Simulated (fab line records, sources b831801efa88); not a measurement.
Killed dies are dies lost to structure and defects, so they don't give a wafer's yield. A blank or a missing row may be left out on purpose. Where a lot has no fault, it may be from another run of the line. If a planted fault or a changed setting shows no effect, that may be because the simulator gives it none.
fab line records || flow gf180mcu || part 2 of 2: steps 23 to 29 of 29
[record] {"lots": 5, "wafers": 15, "last_day": 33}
route steps=602 shown DUAL_GATE@143 POLY_GATE@157
lots that met no fault: from a run of the same line without faults
start_h: hours from the record's first day to the start of the lot's first wafer shown || wait_h: hours since the lot's step before || " unchanged from the row above || L1.1+2: a single row standing in for several wafers || - either no value or no given start || * or withheld: withheld || < > ~ a bound
route shown NAME@n: names a module that has steps shown in the file, with the first one's number in the route || usual: mean and standard deviation over wafers with no fault || same: alike in all rows || chamber/n: place in a boat || sites: per-site readings || _std_site: how widely they spread, as a standard deviation || _edge_site: outer sites' mean less inner sites' || radius_mm: for every site, how far away it sits from the centre of the wafer || mask NAME#n: copy n || behind: the last tool/chamber to shape the wafer || hold: the reason the lot was held/the length of the hold in hours/how it ended || device: names the non-switching transistor (n, p or np) || end of line: the tests these same wafers got at the end of their route || a step without rows: its recipe alone || killed: dies that structure and defects cost at the first sort, which is not the same as the wafer's yield || map: the dies of a wafer, with x for killed, . for not killed, _ for no die there
set.NAME: setting as actually run; set.NAME@STEP: the setting as run at that earlier step || model.NAME: the simulator's own value behind a step, which no gauge read
lots at some steps of the route; a table a step, a row a wafer
services: when a tool's chamber went out of use (start_h, in hours from the record's first day, below 0 if earlier), for how many hours, and the reason
[[steps]]
[step GF_POLY_GATE_PEB_08]
[recipe] {"peb_temp_c": 135, "peb_time_s": 90, "resist": "KrF"}
[usual] {"chill_plate_temp_C": "23.02/0.094", "exhaust_pa": "44.8/0.78", "resist_line_temp_C": "23.01/0.1"}
{"lot.wafer": "L079.2", "tool": "litho_track-02", "chamber": 0, "start_h": "-", "wait_h": "-", "chill_plate_temp_C": 23.14, "exhaust_pa": 44.3, "resist_line_temp_C": 22.88}
{"lot.wafer": "L079.3", "tool": "litho_track-02", "chamber": 0, "start_h": "-", "wait_h": "-", "chill_plate_temp_C": 23.19, "exhaust_pa": 44.4, "resist_line_temp_C": 22.91}
{"lot.wafer": "L079.6", "tool": "litho_track-02", "chamber": 0, "start_h": "-", "wait_h": "-", "chill_plate_temp_C": 22.97, "exhaust_pa": 44.0, "resist_line_temp_C": 22.98}
{"lot.wafer": "L081.1", "tool": "litho_track-03", "chamber": 0, "start_h": "-", "wait_h": "-", "chill_plate_temp_C": 23.15, "exhaust_pa": 44.2, "resist_line_temp_C": 23.04}
{"lot.wafer": "L081.3", "tool": "litho_track-03", "chamber": 0, "start_h": "-", "wait_h": "-", "chill_plate_temp_C": 23.20, "exhaust_pa": 44.1, "resist_line_temp_C": 23.18}
{"lot.wafer": "L081.6", "tool": "litho_track-03", "chamber": 0, "start_h": "-", "wait_h": "-", "chill_plate_temp_C": 23.05, "exhaust_pa": 43.3, "resist_line_temp_C": 23.15}
{"lot.wafer": "L086.1", "tool": "litho_track-02", "chamber": 0, "start_h": "-", "wait_h": "-", "chill_plate_temp_C": 22.97, "exhaust_pa": 44.5, "resist_line_temp_C": 23.00}
{"lot.wafer": "L086.5", "tool": "litho_track-02", "chamber": 0, "start_h": "-", "wait_h": "-", "chill_plate_temp_C": 23.02, "exhaust_pa": 45.0, "resist_line_temp_C": 23.10}
{"lot.wafer": "L086.6", "tool": "litho_track-02", "chamber": 0, "start_h": "-", "wait_h": "-", "chill_plate_temp_C": 23.16, "exhaust_pa": 45.6, "resist_line_temp_C": 23.00}
{"lot.wafer": "L091.1", "tool": "litho_track-03", "chamber": 0, "start_h": "-", "wait_h": "-", "chill_plate_temp_C": 23.06, "exhaust_pa": 44.4, "resist_line_temp_C": 22.91}
{"lot.wafer": "L091.2", "tool": "litho_track-03", "chamber": 0, "start_h": "-", "wait_h": "-", "chill_plate_temp_C": 23.00, "exhaust_pa": 44.7, "resist_line_temp_C": 22.81}
{"lot.wafer": "L091.3", "tool": "litho_track-03", "chamber": 0, "start_h": "-", "wait_h": "-", "chill_plate_temp_C": 23.19, "exhaust_pa": 44.6, "resist_line_temp_C": 22.89}
{"lot.wafer": "L094.1", "tool": "litho_track-03", "chamber": 0, "start_h": "-", "wait_h": "-", "chill_plate_temp_C": 22.98, "exhaust_pa": 44.6, "resist_line_temp_C": 22.89}
{"lot.wafer": "L094.4", "tool": "litho_track-03", "chamber": 0, "start_h": "-", "wait_h": "-", "chill_plate_temp_C": 22.91, "exhaust_pa": 45.4, "resist_line_temp_C": 22.98}
{"lot.wafer": "L094.5", "tool": "litho_track-03", "chamber": 0, "start_h": "-", "wait_h": "-", "chill_plate_temp_C": 23.13, "exhaust_pa": 45.1, "resist_line_temp_C": 22.97}
[step GF_POLY_GATE_DEVELOP_09]
[recipe] {"develop_time_s": 60, "resist": "KrF", "dev_temp_c": 21}
[usual] {"chill_plate_temp_C": "22.98/0.13", "developer_temp_C": "21.01/0.11", "exhaust_pa": "45.1/0.95", "resist_line_temp_C": "23.00/0.11"}
{"lot.wafer": "L079.2", "tool": "litho_track-02", "chamber": 0, "start_h": 229.21, "wait_h": 0.2, "chill_plate_temp_C": 22.87, "developer_temp_C": 20.88, "exhaust_pa": 44.6, "resist_line_temp_C": 22.89}
{"lot.wafer": "L079.3", "tool": "litho_track-02", "chamber": 0, "start_h": 229.21, "wait_h": 0.2, "chill_plate_temp_C": 23.03, "developer_temp_C": 20.97, "exhaust_pa": 45.2, "resist_line_temp_C": 23.13}
{"lot.wafer": "L079.6", "tool": "litho_track-02", "chamber": 0, "start_h": 229.21, "wait_h": 0.2, "chill_plate_temp_C": 23.04, "developer_temp_C": 21.11, "exhaust_pa": 45.2, "resist_line_temp_C": 22.98}
{"lot.wafer": "L081.1", "tool": "litho_track-03", "chamber": 0, "start_h": 248.31, "wait_h": 0.2, "chill_plate_temp_C": 22.93, "developer_temp_C": 21.13, "exhaust_pa": 45.3, "resist_line_temp_C": 23.12}
{"lot.wafer": "L081.3", "tool": "litho_track-03", "chamber": 0, "start_h": 248.31, "wait_h": 0.2, "chill_plate_temp_C": 22.79, "developer_temp_C": 21.01, "exhaust_pa": 46.2, "resist_line_temp_C": 23.00}
{"lot.wafer": "L081.6", "tool": "litho_track-03", "chamber": 0, "start_h": 248.31, "wait_h": 0.2, "chill_plate_temp_C": 22.84, "developer_temp_C": 21.00, "exhaust_pa": 45.9, "resist_line_temp_C": 22.84}
{"lot.wafer": "L086.1", "tool": "litho_track-02", "chamber": 0, "start_h": 287.89, "wait_h": 0.2, "chill_plate_temp_C": 23.11, "developer_temp_C": 20.81, "exhaust_pa": 45.0, "resist_line_temp_C": 22.98}
{"lot.wafer": "L086.5", "tool": "litho_track-02", "chamber": 0, "start_h": 287.89, "wait_h": 0.2, "chill_plate_temp_C": 23.04, "developer_temp_C": 20.87, "exhaust_pa": 45.0, "resist_line_temp_C": 23.03}
{"lot.wafer": "L086.6", "tool": "litho_track-02", "chamber": 0, "start_h": 287.89, "wait_h": 0.2, "chill_plate_temp_C": 23.13, "developer_temp_C": 20.98, "exhaust_pa": 45.0, "resist_line_temp_C": 23.04}
{"lot.wafer": "L091.1", "tool": "litho_track-03", "chamber": 0, "start_h": 318.30, "wait_h": 0.2, "chill_plate_temp_C": 22.88, "developer_temp_C": 21.23, "exhaust_pa": 45.7, "resist_line_temp_C": 22.91}
{"lot.wafer": "L091.2", "tool": "litho_track-03", "chamber": 0, "start_h": 318.30, "wait_h": 0.2, "chill_plate_temp_C": 23.10, "developer_temp_C": 21.16, "exhaust_pa": 45.8, "resist_line_temp_C": 22.93}
{"lot.wafer": "L091.3", "tool": "litho_track-03", "chamber": 0, "start_h": 318.30, "wait_h": 0.2, "chill_plate_temp_C": 22.99, "developer_temp_C": 21.25, "exhaust_pa": 44.4, "resist_line_temp_C": 22.89}
{"lot.wafer": "L094.1", "tool": "litho_track-03", "chamber": 0, "start_h": 338.85, "wait_h": 0.2, "chill_plate_temp_C": 22.98, "developer_temp_C": 20.96, "exhaust_pa": 43.7, "resist_line_temp_C": 22.79}
{"lot.wafer": "L094.4", "tool": "litho_track-03", "chamber": 0, "start_h": 338.85, "wait_h": 0.2, "chill_plate_temp_C": 22.95, "developer_temp_C": 20.98, "exhaust_pa": 44.6, "resist_line_temp_C": 22.98}
{"lot.wafer": "L094.5", "tool": "litho_track-03", "chamber": 0, "start_h": 338.85, "wait_h": 0.2, "chill_plate_temp_C": 23.02, "developer_temp_C": 20.86, "exhaust_pa": 43.6, "resist_line_temp_C": 22.93}
[step GF_POLY_GATE_CD_MEAS_10]
[recipe] {"target_cd_nm": 280}
[usual] {"cd_nm": "280.0/1.3"}
{"lot.wafer": "L079.2", "tool": "cd_sem-01", "chamber": "-", "start_h": 229.36, "wait_h": 0.1, "cd_nm": 281.4}
{"lot.wafer": "L079.3", "tool": "cd_sem-01", "chamber": "-", "start_h": 229.36, "wait_h": 0.1, "cd_nm": 281.8}
{"lot.wafer": "L079.6", "tool": "cd_sem-01", "chamber": "-", "start_h": 229.36, "wait_h": 0.1, "cd_nm": 281.7}
{"lot.wafer": "L081.1", "tool": "cd_sem-02", "chamber": "-", "start_h": 248.46, "wait_h": 0.1, "cd_nm": 278.7}
{"lot.wafer": "L081.3", "tool": "cd_sem-02", "chamber": "-", "start_h": 248.46, "wait_h": 0.1, "cd_nm": 279.2}
{"lot.wafer": "L081.6", "tool": "cd_sem-02", "chamber": "-", "start_h": 248.46, "wait_h": 0.1, "cd_nm": 278.3}
{"lot.wafer": "L086.1", "tool": "cd_sem-02", "chamber": "-", "start_h": 288.04, "wait_h": 0.1, "cd_nm": 278.3}
{"lot.wafer": "L086.5", "tool": "cd_sem-02", "chamber": "-", "start_h": 288.04, "wait_h": 0.1, "cd_nm": 278.3}
{"lot.wafer": "L086.6", "tool": "cd_sem-02", "chamber": "-", "start_h": 288.04, "wait_h": 0.1, "cd_nm": 277.9}
{"lot.wafer": "L091.1", "tool": "cd_sem-02", "chamber": "-", "start_h": 318.45, "wait_h": 0.1, "cd_nm": 279.2}
{"lot.wafer": "L091.2", "tool": "cd_sem-02", "chamber": "-", "start_h": 318.45, "wait_h": 0.1, "cd_nm": 277.7}
{"lot.wafer": "L091.3", "tool": "cd_sem-02", "chamber": "-", "start_h": 318.45, "wait_h": 0.1, "cd_nm": 277.8}
{"lot.wafer": "L094.1", "tool": "cd_sem-01", "chamber": "-", "start_h": 339.00, "wait_h": 0.1, "cd_nm": 279.9}
{"lot.wafer": "L094.4", "tool": "cd_sem-01", "chamber": "-", "start_h": 339.00, "wait_h": 0.1, "cd_nm": 278.4}
{"lot.wafer": "L094.5", "tool": "cd_sem-01", "chamber": "-", "start_h": 339.00, "wait_h": 0.1, "cd_nm": 280.4}
[step GF_POLY_GATE_OVL_MEAS_11]
[usual] {"POLY_GATE_OVL": "3/6.3"}
{"lot.wafer": "L079.2", "tool": "overlay-01", "chamber": "-", "start_h": 229.46, "wait_h": 0.1, "POLY_GATE_OVL[nm]": -4}
{"lot.wafer": "L079.3", "tool": "overlay-01", "chamber": "-", "start_h": 229.46, "wait_h": 0.1, "POLY_GATE_OVL[nm]": -14}
{"lot.wafer": "L079.6", "tool": "overlay-01", "chamber": "-", "start_h": 229.46, "wait_h": 0.1, "POLY_GATE_OVL[nm]": -1}
{"lot.wafer": "L081.1", "tool": "overlay-01", "chamber": "-", "start_h": 248.58, "wait_h": 0.1, "POLY_GATE_OVL[nm]": 2}
{"lot.wafer": "L081.3", "tool": "overlay-01", "chamber": "-", "start_h": 248.58, "wait_h": 0.1, "POLY_GATE_OVL[nm]": 6}
{"lot.wafer": "L081.6", "tool": "overlay-01", "chamber": "-", "start_h": 248.58, "wait_h": 0.1, "POLY_GATE_OVL[nm]": 1}
{"lot.wafer": "L086.1", "tool": "overlay-02", "chamber": "-", "start_h": 288.16, "wait_h": 0.1, "POLY_GATE_OVL[nm]": -3}
{"lot.wafer": "L086.5", "tool": "overlay-02", "chamber": "-", "start_h": 288.16, "wait_h": 0.1, "POLY_GATE_OVL[nm]": -8}
{"lot.wafer": "L086.6", "tool": "overlay-02", "chamber": "-", "start_h": 288.16, "wait_h": 0.1, "POLY_GATE_OVL[nm]": -2}
{"lot.wafer": "L091.1", "tool": "overlay-02", "chamber": "-", "start_h": 318.57, "wait_h": 0.1, "POLY_GATE_OVL[nm]": 0}
{"lot.wafer": "L091.2", "tool": "overlay-02", "chamber": "-", "start_h": 318.57, "wait_h": 0.1, "POLY_GATE_OVL[nm]": 3}
{"lot.wafer": "L091.3", "tool": "overlay-02", "chamber": "-", "start_h": 318.57, "wait_h": 0.1, "POLY_GATE_OVL[nm]": 4}
{"lot.wafer": "L094.1", "tool": "overlay-01", "chamber": "-", "start_h": 339.12, "wait_h": 0.1, "POLY_GATE_OVL[nm]": 6}
{"lot.wafer": "L094.4", "tool": "overlay-01", "chamber": "-", "start_h": 339.12, "wait_h": 0.1, "POLY_GATE_OVL[nm]": -5}
{"lot.wafer": "L094.5", "tool": "overlay-01", "chamber": "-", "start_h": 339.12, "wait_h": 0.1, "POLY_GATE_OVL[nm]": 0}
[step GF_POLY_GATE_ETCH_12]
[recipe] {"chemistry": "N2/H2", "target_depth_a": "withheld", "overetch_a": "withheld", "time_s": "withheld", "target": "BARC", "ion_energy_ev": 192.1, "source_w": 500, "bias_w": 100, "pressure_mtorr": 30, "n2_flow_sccm": 100, "h2_flow_sccm": 200}
[usual] {"drypump_motor_current_A": "5.8/0.34", "oes_product_au": "0.736/0.005", "throttle_valve_pct": "13.216/0.008"}
{"lot.wafer": "L079.2", "tool": "rie_diel-03", "chamber": 0, "start_h": 229.49, "wait_h": 0.0, "drypump_motor_current_A": 5.6, "oes_product_au": 0.737, "throttle_valve_pct": 13.207}
{"lot.wafer": "L079.3", "tool": "rie_diel-03", "chamber": 2, "start_h": 229.49, "wait_h": 0.0, "drypump_motor_current_A": 6.5, "oes_product_au": 0.742, "throttle_valve_pct": 13.222}
{"lot.wafer": "L079.6", "tool": "rie_diel-03", "chamber": 3, "start_h": 229.49, "wait_h": 0.0, "drypump_motor_current_A": 5.8, "oes_product_au": 0.736, "throttle_valve_pct": 13.220}
{"lot.wafer": "L081.1", "tool": "rie_diel-03", "chamber": 2, "start_h": 248.61, "wait_h": 0.0, "drypump_motor_current_A": 6.4, "oes_product_au": 0.726, "throttle_valve_pct": 13.210}
{"lot.wafer": "L081.3", "tool": "rie_diel-03", "chamber": 1, "start_h": 248.61, "wait_h": 0.0, "drypump_motor_current_A": 5.7, "oes_product_au": 0.741, "throttle_valve_pct": 13.213}
{"lot.wafer": "L081.6", "tool": "rie_diel-03", "chamber": 3, "start_h": 248.61, "wait_h": 0.0, "drypump_motor_current_A": 5.8, "oes_product_au": 0.732, "throttle_valve_pct": 13.229}
{"lot.wafer": "L086.1", "tool": "rie_diel-04", "chamber": 3, "start_h": 288.19, "wait_h": 0.0, "drypump_motor_current_A": 5.6, "oes_product_au": 0.736, "throttle_valve_pct": 13.223}
{"lot.wafer": "L086.5", "tool": "rie_diel-04", "chamber": 1, "start_h": 288.19, "wait_h": 0.0, "drypump_motor_current_A": 5.8, "oes_product_au": 0.740, "throttle_valve_pct": 13.208}
{"lot.wafer": "L086.6", "tool": "rie_diel-04", "chamber": 3, "start_h": 288.19, "wait_h": 0.0, "drypump_motor_current_A": 5.7, "oes_product_au": 0.729, "throttle_valve_pct": 13.217}
{"lot.wafer": "L091.1", "tool": "rie_diel-04", "chamber": 0, "start_h": 318.61, "wait_h": 0.0, "drypump_motor_current_A": 6.1, "oes_product_au": 0.737, "throttle_valve_pct": 13.224}
{"lot.wafer": "L091.2", "tool": "rie_diel-04", "chamber": 1, "start_h": 318.61, "wait_h": 0.0, "drypump_motor_current_A": 5.8, "oes_product_au": 0.738, "throttle_valve_pct": 13.216}
{"lot.wafer": "L091.3", "tool": "rie_diel-04", "chamber": 3, "start_h": 318.61, "wait_h": 0.0, "drypump_motor_current_A": 5.7, "oes_product_au": 0.720, "throttle_valve_pct": 13.213}
{"lot.wafer": "L094.1", "tool": "rie_diel-03", "chamber": 2, "start_h": 339.16, "wait_h": 0.0, "drypump_motor_current_A": 6.4, "oes_product_au": 0.731, "throttle_valve_pct": 13.219}
{"lot.wafer": "L094.4", "tool": "rie_diel-03", "chamber": 1, "start_h": 339.16, "wait_h": 0.0, "drypump_motor_current_A": 5.7, "oes_product_au": 0.740, "throttle_valve_pct": 13.221}
{"lot.wafer": "L094.5", "tool": "rie_diel-03", "chamber": 2, "start_h": 339.16, "wait_h": 0.0, "drypump_motor_current_A": 6.5, "oes_product_au": 0.737, "throttle_valve_pct": 13.219}
[step GF_POLY_GATE_ETCH_13]
[recipe] {"target": "poly-Si", "target_depth_nm": 198.5, "stop_on": "SiO2", "over_etch_frac": 0.403, "chemistry": "HBr/Cl2", "icp_w": 400, "bias_w": 100, "pressure_mtorr": 10, "HBr_flow_sccm": 150, "Cl2_flow_sccm": 50, "time_s": 69.6}
[usual] {"drypump_motor_current_A": "5.6/0.55", "oes_product_au": "0.989/0.0077", "throttle_valve_pct": "33.683/0.0085"}
[same] {"over_etch_frac": 0.403}
{"lot.wafer": "L079.2", "tool": "rie_si-02", "chamber": 2, "start_h": 229.54, "wait_h": "-", "drypump_motor_current_A": 6.2, "oes_product_au": 1.000, "rf_hours_counter_h": 2, "throttle_valve_pct": 33.681}
{"lot.wafer": "L079.3", "tool": "rie_si-02", "chamber": 0, "start_h": 229.54, "wait_h": "-", "drypump_motor_current_A": 5.6, "oes_product_au": 0.989, "rf_hours_counter_h": 21, "throttle_valve_pct": 33.692}
{"lot.wafer": "L079.6", "tool": "rie_si-02", "chamber": 1, "start_h": 229.54, "wait_h": "-", "drypump_motor_current_A": 5.8, "oes_product_au": 0.994, "rf_hours_counter_h": "-", "throttle_valve_pct": 33.671}
{"lot.wafer": "L081.1", "tool": "rie_si-02", "chamber": 2, "start_h": 248.66, "wait_h": "-", "drypump_motor_current_A": 6.2, "oes_product_au": 0.984, "rf_hours_counter_h": 2, "throttle_valve_pct": 33.678}
{"lot.wafer": "L081.3", "tool": "rie_si-02", "chamber": 3, "start_h": 248.66, "wait_h": "-", "drypump_motor_current_A": 5.0, "oes_product_au": 0.988, "rf_hours_counter_h": 1, "throttle_valve_pct": 33.676}
{"lot.wafer": "L081.6", "tool": "rie_si-02", "chamber": 3, "start_h": 248.66, "wait_h": "-", "drypump_motor_current_A": 5.1, "oes_product_au": 0.988, "rf_hours_counter_h": "-", "throttle_valve_pct": 33.675}
{"lot.wafer": "L086.1", "tool": "rie_si-02", "chamber": 0, "start_h": 288.24, "wait_h": "-", "drypump_motor_current_A": 5.6, "oes_product_au": 0.990, "rf_hours_counter_h": 22, "throttle_valve_pct": 33.696}
{"lot.wafer": "L086.5", "tool": "rie_si-02", "chamber": 2, "start_h": 288.24, "wait_h": "-", "drypump_motor_current_A": 6.2, "oes_product_au": 0.981, "rf_hours_counter_h": "-", "throttle_valve_pct": 33.709}
{"lot.wafer": "L086.6", "tool": "rie_si-02", "chamber": 3, "start_h": 288.24, "wait_h": "-", "drypump_motor_current_A": 5.0, "oes_product_au": 0.988, "rf_hours_counter_h": "-", "throttle_valve_pct": 33.688}
{"lot.wafer": "L091.1", "tool": "rie_si-01", "chamber": 0, "start_h": 318.66, "wait_h": "-", "drypump_motor_current_A": 5.3, "oes_product_au": 0.996, "rf_hours_counter_h": 2, "throttle_valve_pct": 33.678}
{"lot.wafer": "L091.2", "tool": "rie_si-01", "chamber": 2, "start_h": 318.66, "wait_h": "-", "drypump_motor_current_A": 6.6, "oes_product_au": 0.982, "rf_hours_counter_h": 1, "throttle_valve_pct": 33.683}
{"lot.wafer": "L091.3", "tool": "rie_si-01", "chamber": 3, "start_h": 318.66, "wait_h": "-", "drypump_motor_current_A": 5.0, "oes_product_au": 0.983, "rf_hours_counter_h": 82, "throttle_valve_pct": 33.685}
{"lot.wafer": "L094.1", "tool": "rie_si-02", "chamber": 0, "start_h": 339.21, "wait_h": "-", "drypump_motor_current_A": 5.6, "oes_product_au": 0.990, "rf_hours_counter_h": 22, "throttle_valve_pct": 33.693}
{"lot.wafer": "L094.4", "tool": "rie_si-02", "chamber": 1, "start_h": 339.21, "wait_h": "-", "drypump_motor_current_A": 5.8, "oes_product_au": 0.983, "rf_hours_counter_h": 6, "throttle_valve_pct": 33.692}
{"lot.wafer": "L094.5", "tool": "rie_si-02", "chamber": 0, "start_h": 339.21, "wait_h": "-", "drypump_motor_current_A": 5.5, "oes_product_au": 0.994, "rf_hours_counter_h": "-", "throttle_valve_pct": 33.682}
[step GF_POLY_GATE_STRIP_14]
[recipe] {"chemistry": "O2/N2", "power_w": 1400, "pressure_mtorr": 1500, "platen_temp_c": 250, "o2_flow_sccm": 3000, "n2_flow_sccm": 300, "overash_fraction": 0.5}
[usual] {"drypump_motor_current_A": "5.4/0.53", "heater_power_w": "340/34", "oes_product_au": "0.505/0.0049"}
{"lot.wafer": "L079.2", "tool": "plasma_asher-02", "chamber": 0, "start_h": 229.60, "wait_h": 0.0, "drypump_motor_current_A": 4.9, "heater_power_w": 321, "oes_product_au": 0.510, "rf_hours_counter_h": 11}
{"lot.wafer": "L079.3", "tool": "plasma_asher-02", "chamber": 1, "start_h": 229.60, "wait_h": 0.0, "drypump_motor_current_A": 6.8, "heater_power_w": 280, "oes_product_au": 0.507, "rf_hours_counter_h": "-"}
{"lot.wafer": "L079.6", "tool": "plasma_asher-02", "chamber": 0, "start_h": 229.60, "wait_h": 0.0, "drypump_motor_current_A": 4.9, "heater_power_w": 307, "oes_product_au": 0.512, "rf_hours_counter_h": "-"}
{"lot.wafer": "L081.1", "tool": "plasma_asher-01", "chamber": 1, "start_h": 248.72, "wait_h": 0.0, "drypump_motor_current_A": 5.3, "heater_power_w": 385, "oes_product_au": 0.497, "rf_hours_counter_h": 64}
{"lot.wafer": "L081.3", "tool": "plasma_asher-01", "chamber": 0, "start_h": 248.72, "wait_h": 0.0, "drypump_motor_current_A": 5.3, "heater_power_w": 321, "oes_product_au": 0.500, "rf_hours_counter_h": "-"}
{"lot.wafer": "L081.6", "tool": "plasma_asher-01", "chamber": 0, "start_h": 248.72, "wait_h": 0.0, "drypump_motor_current_A": 5.3, "heater_power_w": 332, "oes_product_au": 0.499, "rf_hours_counter_h": "-"}
{"lot.wafer": "L086.1", "tool": "plasma_asher-02", "chamber": 1, "start_h": 288.30, "wait_h": 0.0, "drypump_motor_current_A": 6.8, "heater_power_w": 286, "oes_product_au": 0.510, "rf_hours_counter_h": 17}
{"lot.wafer": "L086.5", "tool": "plasma_asher-02", "chamber": 0, "start_h": 288.30, "wait_h": 0.0, "drypump_motor_current_A": 4.9, "heater_power_w": 310, "oes_product_au": 0.495, "rf_hours_counter_h": "-"}
{"lot.wafer": "L086.6", "tool": "plasma_asher-02", "chamber": 1, "start_h": 288.30, "wait_h": 0.0, "drypump_motor_current_A": 6.8, "heater_power_w": 280, "oes_product_au": 0.499, "rf_hours_counter_h": "-"}
{"lot.wafer": "L091.1", "tool": "plasma_asher-02", "chamber": 1, "start_h": 318.72, "wait_h": 0.0, "drypump_motor_current_A": 6.8, "heater_power_w": 286, "oes_product_au": 0.505, "rf_hours_counter_h": 21}
{"lot.wafer": "L091.2", "tool": "plasma_asher-02", "chamber": 0, "start_h": 318.72, "wait_h": 0.0, "drypump_motor_current_A": 4.9, "heater_power_w": 311, "oes_product_au": 0.506, "rf_hours_counter_h": 21}
{"lot.wafer": "L091.3", "tool": "plasma_asher-02", "chamber": 0, "start_h": 318.72, "wait_h": 0.0, "drypump_motor_current_A": 4.9, "heater_power_w": 304, "oes_product_au": 0.513, "rf_hours_counter_h": "-"}
{"lot.wafer": "L094.1", "tool": "plasma_asher-03", "chamber": 0, "start_h": 339.27, "wait_h": 0.0, "drypump_motor_current_A": 5.2, "heater_power_w": 330, "oes_product_au": 0.500, "rf_hours_counter_h": 68}
{"lot.wafer": "L094.4", "tool": "plasma_asher-03", "chamber": 0, "start_h": 339.27, "wait_h": 0.0, "drypump_motor_current_A": 5.2, "heater_power_w": 332, "oes_product_au": 0.506, "rf_hours_counter_h": "-"}
{"lot.wafer": "L094.5", "tool": "plasma_asher-03", "chamber": 0, "start_h": 339.27, "wait_h": 0.0, "drypump_motor_current_A": 5.2, "heater_power_w": 332, "oes_product_au": 0.505, "rf_hours_counter_h": "-"}
[[services]]
{"tool": "krf_scanner-01", "chamber": "-", "start_h": 167.11, "hours": 0.7, "kind": "repair"}
{"tool": "krf_scanner-01", "chamber": "-", "start_h": 168.27, "hours": 0.6, "kind": "repair"}
{"tool": "krf_scanner-02", "chamber": "-", "start_h": 170.23, "hours": 1.3, "kind": "pm"}
{"tool": "rie_si-02", "chamber": 0, "start_h": 175.87, "hours": 9.5, "kind": "repair"}
{"tool": "wet_bench-03", "chamber": "-", "start_h": 184.45, "hours": 1.9, "kind": "pm"}
{"tool": "rie_diel-04", "chamber": "-", "start_h": 190.55, "hours": 0.7, "kind": "repair"}
{"tool": "furnace-02", "chamber": "-", "start_h": 194.16, "hours": 3.3, "kind": "pm"}
{"tool": "plasma_asher-02", "chamber": "-", "start_h": 197.97, "hours": 0.4, "kind": "repair"}
{"tool": "iline_stepper-01", "chamber": "-", "start_h": 214.55, "hours": 19.9, "kind": "repair"}
{"tool": "iline_stepper-01", "chamber": "-", "start_h": 229.18, "hours": 0.9, "kind": "repair"}
{"tool": "wet_bench-01", "chamber": "-", "start_h": 229.75, "hours": 1.6, "kind": "repair"}
{"tool": "krf_scanner-02", "chamber": "-", "start_h": 235.44, "hours": 1.0, "kind": "pm"}
{"tool": "furnace-02", "chamber": "-", "start_h": 260.65, "hours": 9.1, "kind": "pm"}
{"tool": "plasma_asher-02", "chamber": "-", "start_h": 270.70, "hours": 0.4, "kind": "repair"}
{"tool": "rie_diel-03", "chamber": 0, "start_h": 273.53, "hours": 7.5, "kind": "repair"}
{"tool": "rie_diel-03", "chamber": 1, "start_h": 278.44, "hours": 3.1, "kind": "repair"}
{"tool": "krf_scanner-02", "chamber": "-", "start_h": 297.19, "hours": 0.2, "kind": "repair"}
{"tool": "krf_scanner-02", "chamber": "-", "start_h": 301.74, "hours": 0.7, "kind": "repair"}
{"tool": "rie_si-02", "chamber": "-", "start_h": 302.72, "hours": 0.1, "kind": "repair"}
{"tool": "krf_scanner-02", "chamber": "-", "start_h": 303.88, "hours": 0.8, "kind": "pm"}
{"tool": "iline_stepper-01", "chamber": "-", "start_h": 309.10, "hours": 10.2, "kind": "repair"}
{"tool": "furnace-01", "chamber": "-", "start_h": 317.63, "hours": 3.9, "kind": "pm"}
{"tool": "iline_stepper-01", "chamber": "-", "start_h": 319.28, "hours": 2.1, "kind": "pm"}
{"tool": "rie_diel-03", "chamber": 3, "start_h": 324.68, "hours": 13.4, "kind": "repair"}
